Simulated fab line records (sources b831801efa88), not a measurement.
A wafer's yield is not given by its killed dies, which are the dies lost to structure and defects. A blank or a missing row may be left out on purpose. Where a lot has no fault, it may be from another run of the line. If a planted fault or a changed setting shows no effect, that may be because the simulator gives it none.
A lot that was struck, set against a sound lot -- flow sky130 -- 43 out of 708 route steps
Sound: wafers L782.1, L782.2, L782.3. Struck: wafer L802.6 (L802.4, L802.5, from the same lot, were not struck and are left out); the cause is given at the end.
Order at every step that has rows: each side's tool, ch and its chambers, its first start. Under that, the readings that differ: sound wafers -- struck wafers -- difference of the means -- sigmas: that difference in standard deviations of wafers without a fault.
alike: readings with means less than 2 such deviations apart, plus words and numbers identical on both sides. not compared: withheld readings, readings lacking a value on some wafer, bounds such as >300 that could conceal the same value, and numbers that have no deviation in the record and whose values overlap.
The two part at a step that has a row with sigmas, a row that says differs or no value, or rows on one side only. Numbers that don't overlap but have no deviation are shown without sigmas and don't part them. Lack of a reading on every wafer of one side parts them only where that side has two or more wafers.

first, 1 step without rows for these wafers: SKY_LDD_P_IMPLANT_09.
SKY_LDD_P_STRIP_10: strips in O2/N2.
  sound on plasma_asher-01 ch 0,1, day 18 09:46; struck on plasma_asher-01 ch 1, day 26 09:19
reading,sound,struck,difference,sigmas
strip_time_to_endpoint_s (s),14.19 14.19 14.17,14.27,+0.09,+2
  alike: drypump_motor_current_A, oes_product_au
  not compared: rf_hours_counter_h
SKY_LDD_P_TW_MEAS_11:
  sound on film_metro-03 at day 18 09:52; struck on film_metro-02 at day 26 09:25
  alike: LDD_P_TW
then, 7 steps without rows for these wafers: SKY_LDD_HVN_DEHYDRATE_00 (time 60 s); SKY_LDD_HVN_HMDS_01 (prime time 60 s); SKY_LDD_HVN_COAT_02 (resist thk 300 nm); SKY_LDD_HVN_SOFTBAKE_03 (time 60 s); SKY_LDD_HVN_EXPOSE_04 (exposes mask HVNTM, target cd 700 nm); SKY_LDD_HVN_PEB_05; SKY_LDD_HVN_DEVELOP_06 (develop time 60 s).
SKY_LDD_HVN_OVL_MEAS_07:
  sound on overlay-01 at day 19 15:26; struck on overlay-01 at day 27 13:38
reading,sound,struck,difference,sigmas
LDD_HVN_OVL (nm),0.2 -1.2 -1.1,2.2,+2.9,+2
next, for these wafers, 1 step has no rows: SKY_LDD_HVN_IMPLANT_08.
SKY_LDD_HVN_STRIP_09: strips in O2/N2.
  sound on plasma_asher-04 ch 0,1, day 19 15:37; struck on plasma_asher-02 ch 0, day 27 13:50
  alike: drypump_motor_current_A, oes_product_au, strip_time_to_endpoint_s
  not compared: rf_hours_counter_h
SKY_LDD_HVN_TW_MEAS_10:
  sound on film_metro-02 at day 19 15:43; struck on film_metro-01 at day 27 13:56
  alike: LDD_HVN_TW
then, 7 steps without rows for these wafers: SKY_LDD_HVP_DEHYDRATE_00 (time 60 s); SKY_LDD_HVP_HMDS_01 (prime time 60 s); SKY_LDD_HVP_COAT_02 (resist thk 300 nm); SKY_LDD_HVP_SOFTBAKE_03 (time 60 s); SKY_LDD_HVP_EXPOSE_04 (exposes mask HVPTM, target cd 700 nm); SKY_LDD_HVP_PEB_05; SKY_LDD_HVP_DEVELOP_06 (develop time 60 s).
SKY_LDD_HVP_OVL_MEAS_07:
  sound on overlay-02 at day 20 22:21; struck on overlay-02 at day 28 17:58
  alike: LDD_HVP_OVL
next, for these wafers, 1 step has no rows: SKY_LDD_HVP_IMPLANT_08.
SKY_LDD_HVP_STRIP_09: strips in O2/N2.
  sound on plasma_asher-02 ch 0,1, day 20 22:32; struck on plasma_asher-03 ch 0, day 28 18:10
reading,sound,struck,difference,sigmas
drypump_motor_current_A (A),5.1 6.0 5.2,6.7,+1.3,+2
oes_product_au (a.u.),0.414 0.410 0.409,0.395,-0.016,-3
  alike: strip_time_to_endpoint_s
  not compared: rf_hours_counter_h
SKY_LDD_HVP_TW_MEAS_10:
  sound on film_metro-03 at day 20 22:38; struck on film_metro-01 at day 28 18:16
  alike: LDD_HVP_TW
then, 7 steps without rows for these wafers: SKY_LDD_LDN_DEHYDRATE_00 (time 60 s); SKY_LDD_LDN_HMDS_01 (prime time 60 s); SKY_LDD_LDN_COAT_02 (resist thk 1140 nm); SKY_LDD_LDN_SOFTBAKE_03 (time 60 s); SKY_LDD_LDN_EXPOSE_04 (exposes mask LDNTM, target cd 700 nm); SKY_LDD_LDN_PEB_05; SKY_LDD_LDN_DEVELOP_06 (develop time 60 s).
SKY_LDD_LDN_OVL_MEAS_07:
  sound on overlay-01 at day 22 05:30; struck on overlay-01 at day 29 22:11
  alike: LDD_LDN_OVL
then, 4 steps without rows for these wafers: SKY_LDD_LDN_IMPLANT_08; SKY_LDD_LDN_IMPLANT_09; SKY_LDD_LDN_IMPLANT_10; SKY_LDD_LDN_IMPLANT_11.
SKY_LDD_LDN_STRIP_12: strips in O2/N2.
  sound on plasma_asher-03 ch 0,1, day 22 06:08; struck on plasma_asher-01 ch 0, day 29 22:50
reading,sound,struck,difference,sigmas
strip_time_to_endpoint_s (s),14.15 14.18 14.15,14.28,+0.12,+3
  alike: drypump_motor_current_A, oes_product_au
  not compared: rf_hours_counter_h
SKY_LDD_LDN_TW_MEAS_13:
  sound on film_metro-04 at day 22 06:14; struck on film_metro-02 at day 29 22:55
  alike: LDD_LDN_TW
then, 2 steps without rows for these wafers: SKY_LDD_LDN_CLEAN_14 (cleans in SC1/SC2, time 150 s); SKY_SPACER_CVD_00 (deposits Si3N4 from DCS/NH3, target thk 43.1 nm, time 740 s).
SKY_SPACER_THK_MEAS_01:
  sound on film_metro-04 at day 22 07:33; struck on film_metro-02 at day 30 00:14
  alike: SPACER_CVD_00_THK
-- the record jumps here: 20 days lie between the struck wafers' starts before and after (it left off in module SPACER and takes up again in module PAD_OPEN, whose first step shown is number 708 of the route) --
SKY_PAD_OPEN_PROBE_99:
  rows exist in the record for the struck wafers here (prober-01, day 50 01:35), but not for the sound ones

## WHERE THEY PART
Last at SKY_PAD_OPEN_PROBE_99 as far as this record goes, first at SKY_LDD_P_STRIP_10.

WHY: whatever the simulator had introduced
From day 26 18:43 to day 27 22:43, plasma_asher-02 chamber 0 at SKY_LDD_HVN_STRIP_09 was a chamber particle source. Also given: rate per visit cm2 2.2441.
